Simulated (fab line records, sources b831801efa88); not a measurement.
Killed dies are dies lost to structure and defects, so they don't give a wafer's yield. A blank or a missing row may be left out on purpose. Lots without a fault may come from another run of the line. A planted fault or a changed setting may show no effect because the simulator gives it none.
Which tool did it? | flow sky130 | 7 lots, 21 wafers sampled, at 1 step of a route of 708

WHAT THE GAUGES READ, wafer by wafer
SKY_GATE_OXIDE_TW_MEAS_14.
lot  | measured     | on            | GATE_OXIDE_TW
L615 | day 13 17:34 | film_metro-02 | 223.9 223.0 223.3
L622 | day 16 10:37 | film_metro-04 | 223.4 223.0 222.8
L628 | day 18 18:19 | film_metro-01 | 226.1 223.7 225.3
L630 | day 19 15:19 | film_metro-04 | 225.1 224.8 225.5
L633 | day 20 23:01 | film_metro-04 | 223.7 223.9 224.9
L634 | day 21 08:52 | film_metro-04 | 226.0 224.3 224.3
L637 | day 22 06:49 | film_metro-04 | 224.8 226.4 225.3

WHICH TOOL RAN EACH LOT (tool, then ch and the chambers of the sampled wafers, then the start)
The record holds no process step before these readings.

THE ANSWER, worked out from the rows above alone
Rule: what is usual is taken from the lots themselves. Put in order of their means at a reading, lots are off if they are a third of the lots or fewer, leave a main group of 4 or more, and stand apart from it by a gap of 3 or more times the standard deviation of the main group's means; of several such gaps the widest counts. A main group whose means are all the same, to the digits that the tables above print for the reading, isn't used. A lot without any number at a reading at which 4 lots or more have one is off too. The other lots that the step has rows for count as sound.
No lot is off at any reading shown: from this, nothing can be told.

WHAT THE SIMULATOR HAD PUT IN
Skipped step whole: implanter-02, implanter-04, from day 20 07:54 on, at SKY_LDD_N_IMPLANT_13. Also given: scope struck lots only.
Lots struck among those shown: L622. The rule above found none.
